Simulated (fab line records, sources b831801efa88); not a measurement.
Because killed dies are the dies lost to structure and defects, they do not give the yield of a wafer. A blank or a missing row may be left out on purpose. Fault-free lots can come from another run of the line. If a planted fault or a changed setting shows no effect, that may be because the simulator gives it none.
Which tool is to blame?	flow sky130	12 lots, 36 wafers sampled, at 5 steps of a route of 708

== WHAT THE GAUGES READ, wafer by wafer ==
Not one reading of a measure or inspect step in the record can be checked against a usual standard deviation.

== WHICH TOOL RAN EACH LOT (tool, then ch and the chambers of the sampled wafers, then the start) ==
lot	SKY_LI_CONTACT_ETCH_14	SKY_VIA3_STRIP_16	SKY_METAL4_SPUTTER_00	SKY_PASSIVATION_CVD_00	SKY_PAD_OPEN_PROBE_99
L621	rie diel-03 ch 0,1,3, day 29 05:22	plasma asher-04 ch 0,1, day 39 17:18	pvd sputter-03, day 39 18:31	pecvd-03 ch 0,1,2, day 43 21:20	-
L622	rie diel-04 ch 0,1,3, day 29 17:40	plasma asher-02 ch 0,1, day 40 05:55	pvd sputter-03, day 40 07:10	pecvd-02 ch 0,2, day 44 07:01	-
L624	rie diel-02 ch 0,2,3, day 31 00:28	plasma asher-02 ch 0,1, day 41 06:07	pvd sputter-04, day 41 07:31	pecvd-02 ch 0,2, day 45 06:07	-
L626	rie diel-03 ch 0,1, day 31 06:19	plasma asher-04 ch 0,1, day 41 12:56	pvd sputter-02, day 41 14:14	pecvd-03 ch 0,1,2, day 45 12:49	-
L630	rie diel-02 ch 0,2,3, day 32 10:28	plasma asher-04 ch 0,1, day 42 11:58	pvd sputter-02, day 42 13:34	pecvd-01 ch 0,1,2, day 46 10:22	prober-01, day 48 04:26
L631	rie diel-04 ch 1,2,3, day 33 04:43	plasma asher-02 ch 0,1, day 43 02:01	pvd sputter-04, day 43 03:30	pecvd-01 ch 0,1, day 46 21:43	-
L632	rie diel-02 ch 0,2, day 33 11:49	plasma asher-03 ch 0,1, day 43 11:05	pvd sputter-02, day 43 12:21	pecvd-02 ch 0,2, day 47 06:02	prober-02, day 48 22:29
L635	rie diel-04 ch 1,2,3, day 33 16:31	plasma asher-02 ch 0, day 43 14:49	pvd sputter-02, day 43 16:05	pecvd-03 ch 0,1, day 47 10:04	-
L634	rie diel-04 ch 0,1,3, day 33 22:37	plasma asher-03 ch 0,1, day 43 18:16	pvd sputter-03, day 43 19:35	pecvd-03 ch 0,2, day 47 11:20	-
L639	rie diel-04 ch 0,1,2, day 35 01:49	plasma asher-03 ch 0,1, day 44 16:49	pvd sputter-04, day 44 18:13	pecvd-02 ch 0,2, day 48 08:53	-
L642	rie diel-02 ch 0,1, day 36 01:43	plasma asher-04 ch 0,1, day 45 14:44	pvd sputter-04, day 45 15:57	pecvd-03 ch 0,1, day 49 04:37	-
L643	rie diel-03 ch 0,1, day 36 21:28	plasma asher-04 ch 0, day 46 04:19	pvd sputter-03, day 46 05:55	pecvd-02 ch 0,1,2, day 49 14:19	-
- SKY_LI_CONTACT_ETCH_14: etches BARC in N2/H2, stops on SiO2, time 45.9 s, target depth 60 nm.
- SKY_VIA3_STRIP_16: strips in O2/N2.
- SKY_METAL4_SPUTTER_00: material Ti, target thk 15 nm, time 10 s.
- SKY_PASSIVATION_CVD_00: deposits SiO2, target thk 90 nm.
- SKY_PAD_OPEN_PROBE_99

== WHAT THE TOOLS THEMSELVES READ (means of the sampled wafers that have a number; where no wafer has one, the mark that the record gives instead) ==
SKY_LI_CONTACT_ETCH_14.
lot	tool	bias w (W)	drypump motor current A (A)	oes product au (a.u.)	throttle valve pct (%)
L621	rie diel-03	99.95	6.2	0.853	13.220
L622	rie diel-04	99.93	5.4	0.857	13.225
L624	rie diel-02	100.08	5.5	0.853	13.226
L626	rie diel-03	99.99	6.0	0.855	13.231
L630	rie diel-02	99.90	5.4	0.857	13.230
L631	rie diel-04	100.16	5.4	0.856	13.223
L632	rie diel-02	100.04	5.7	0.860	13.228
L635	rie diel-04	99.94	5.4	0.855	13.227
L634	rie diel-04	100.01	5.4	0.863	13.229
L639	rie diel-04	100.16	5.2	0.849	13.213
L642	rie diel-02	100.32	5.6	0.855	13.233
L643	rie diel-03	99.87	5.9	0.855	13.221

SKY_VIA3_STRIP_16.
lot	tool	drypump motor current A (A)	oes product au (a.u.)	strip time to endpoint s (s)
L621	plasma asher-04	6.2	0.405	4.127
L622	plasma asher-02	5.7	0.404	4.148
L624	plasma asher-02	5.8	0.403	4.139
L626	plasma asher-04	6.2	0.401	4.163
L630	plasma asher-04	6.2	0.405	4.154
L631	plasma asher-02	5.7	0.400	4.138
L632	plasma asher-03	5.9	0.406	4.120
L635	plasma asher-02	5.9	0.400	4.118
L634	plasma asher-03	5.9	0.402	4.111
L639	plasma asher-03	5.9	0.402	4.100
L642	plasma asher-04	6.2	0.401	4.114
L643	plasma asher-04	5.3	0.402	4.145

SKY_METAL4_SPUTTER_00.
lot	tool	throttle valve pct (%)
L621	pvd sputter-03	29.1
L622	pvd sputter-03	29.2
L624	pvd sputter-04	31.5
L626	pvd sputter-02	30.5
L630	pvd sputter-02	30.2
L631	pvd sputter-04	31.5
L632	pvd sputter-02	31.0
L635	pvd sputter-02	30.6
L634	pvd sputter-03	29.2
L639	pvd sputter-04	31.3
L642	pvd sputter-04	31.9
L643	pvd sputter-03	29.3

SKY_PASSIVATION_CVD_00.
lot	tool	heater power w (W)
L621	pecvd-03	548
L622	pecvd-02	718
L624	pecvd-02	583
L626	pecvd-03	576
L630	pecvd-01	644
L631	pecvd-01	673
L632	pecvd-02	634
L635	pecvd-03	654
L634	pecvd-03	642
L639	pecvd-02	666
L642	pecvd-03	607
L643	pecvd-02	640

SKY_PAD_OPEN_PROBE_99.
lot	tool	killed_at_M0_to_M3	killed_at_M4_up	killed at contacts	killed at front end	killed at other	killed dies	killed on rim	killed open	killed short
L630	prober-01	30	1.7	64	20	0.7	115	28	36	38
L632	prober-02	34	2.7	69	15	0.0	121	28	43	35

== THE ANSWER, worked out from the rows above alone ==
Rule: usual is defined by the lots themselves. The widest of any qualifying gaps counts: lots, ordered by their means at a reading, are off when they make up no more than a third of the lots, leave a main group of 4 or more, and stand apart from it by 3 or more times the standard deviation of that group's means. A main group is skipped when, at the precision printed for the reading in the tables above, its means are all equal. Also off: a lot with no number at a reading for which 4 or more lots have one. Any other lot the step has rows for is counted as sound. Order of review: gauges by route order, followed by the tools' own readings, for which a lot's mean as printed above is used. The first step at which some lot is off is used, and at that step the reading that is off furthest; a lot without a number counts as furthest.
No lot is off on any of the readings shown, so nothing can be concluded from this.

== WHAT THE SIMULATOR PUT IN ==
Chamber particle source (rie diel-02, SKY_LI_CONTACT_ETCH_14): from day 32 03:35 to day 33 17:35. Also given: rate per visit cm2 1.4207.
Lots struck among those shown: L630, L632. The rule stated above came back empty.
